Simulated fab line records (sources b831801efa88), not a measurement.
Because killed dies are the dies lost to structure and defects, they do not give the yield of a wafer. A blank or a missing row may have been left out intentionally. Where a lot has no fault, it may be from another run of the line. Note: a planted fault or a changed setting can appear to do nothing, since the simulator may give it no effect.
The tool behind it: which one? | flow sky130 | Sampling: 6 lots, 18 wafers, 2 of 708 route steps

## WHAT THE GAUGES READ, wafer by wafer
SKY_RES_PROTECT_TW_MEAS_08.
lot  | measured     | on            | POLY_GATE_TW
L792 | day 17 01:44 | film-metro-01 | 4124 4120 4100
L799 | day 19 09:52 | film-metro-01 | 4161 4141 4133
L802 | day 20 15:13 | film-metro-04 | 4075 4073 4086
L804 | day 21 01:32 | film-metro-01 | 4092 4120 4102
L808 | day 22 10:39 | film-metro-01 | 4113 4099 4091
L810 | day 23 07:44 | film-metro-04 | 4080 4111 4097

## EACH LOT AND THE TOOL THAT RAN IT (in order: tool; ch and the chambers of the sampled wafers; start)
lot  | SKY_SONOS_ONO_STRIP_17
L792 | plasma-asher-03 ch 0,1, day 14 11:19
L799 | plasma-asher-02 ch 0, day 16 15:59
L802 | plasma-asher-02 ch 0,1, day 17 19:02
L804 | plasma-asher-03 ch 0,1, day 18 08:14
L808 | plasma-asher-03 ch 0,1, day 19 14:59
L810 | plasma-asher-04 ch 0,1, day 20 14:08
- SKY_SONOS_ONO_STRIP_17: strips in O2/N2.

## THE ANSWER, worked out from the rows above alone
Rule: usual is defined by the lots themselves. Put in order of their means at a reading, lots are off if they are a third of the lots or fewer, leave a main group of 4 or more, and stand apart from it by a gap of 3 or more times the standard deviation of the main group's means; of several such gaps the widest counts. The tables above print the reading to a certain number of digits; a main group whose means all agree to those digits is not used. Also off: a lot with no number at a reading for which 4 or more lots have one. The other lots that the step has rows for count as sound.
Nothing can be told from this: no lot is off at any reading shown.

## WHAT THE SIMULATOR HAD PUT IN
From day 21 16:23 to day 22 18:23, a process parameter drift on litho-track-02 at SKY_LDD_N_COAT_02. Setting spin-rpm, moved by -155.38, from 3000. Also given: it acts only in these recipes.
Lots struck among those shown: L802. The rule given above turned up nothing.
